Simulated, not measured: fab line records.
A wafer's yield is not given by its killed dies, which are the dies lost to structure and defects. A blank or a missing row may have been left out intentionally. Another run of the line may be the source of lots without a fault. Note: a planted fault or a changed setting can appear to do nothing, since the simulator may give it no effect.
One fault seen from 2 desks || flow sky130 || what lay behind the numbers comes last; until then each desk has only its own

== AT THE TOOL OWNER'S DESK: pvd_sputter-03 ==
At SKY_METAL3_SPUTTER_01 (material TiN, target thk 20 nm, time 16.7 s) the tool's own readings: per lot run on this tool, the mean of the sampled wafers that have a number. Any lot whose mean is over 4 standard deviations away from the usual mean is out of limits and marked OUT; that distance is given in the brackets.
Columns: A = throttle_valve_pct at SKY_METAL3_SPUTTER_01, usual 30.0 %
{"lot": "L282", "first seen here": "day 38 12:08", "A": 29.8}
{"lot": "L290", "first seen here": "day 41 09:12", "A": 30.2}
{"lot": "L295", "first seen here": "day 42 11:34", "A": 28.5}
This desk found nothing out of limits on any of the 3 lots.

== THE METROLOGY DESK ==
What the gauges read for every lot (on any tool): the sampled wafers with a number, averaged. Any lot whose mean is over 4 standard deviations away from the usual mean is out of limits and marked OUT; that distance is given in the brackets.
Columns: A = VIA2_W_RS at SKY_VIA2_RS_MEAS_22, usual 0.2733 ohm/sq; B = VIA2_W_THK at SKY_VIA2_THK_MEAS_23, usual 427 nm
{"lot": "L282", "first seen here": "day 38 11:40", "A": 0.2711, "B": 424}
{"lot": "L285", "first seen here": "day 39 19:08", "A": 0.2715, "B": 428}
{"lot": "L290", "first seen here": "day 41 08:42", "A": 0.2748, "B": 422}
{"lot": "L293", "first seen here": "day 42 00:04", "A": 0.2745, "B": 426}
{"lot": "L295", "first seen here": "day 42 11:03", "A": 0.2737, "B": 427}
{"lot": "L298", "first seen here": "day 43 00:43", "A": 0.2709, "B": 430}
This desk found nothing out of limits on any of the 6 lots.

== TAKEN TOGETHER ==
The desk of the tool owner found nothing out of limits.
Metrology desk: nothing out of limits seen.

== WHAT HAD BEEN PUT IN BY THE SIMULATOR ==
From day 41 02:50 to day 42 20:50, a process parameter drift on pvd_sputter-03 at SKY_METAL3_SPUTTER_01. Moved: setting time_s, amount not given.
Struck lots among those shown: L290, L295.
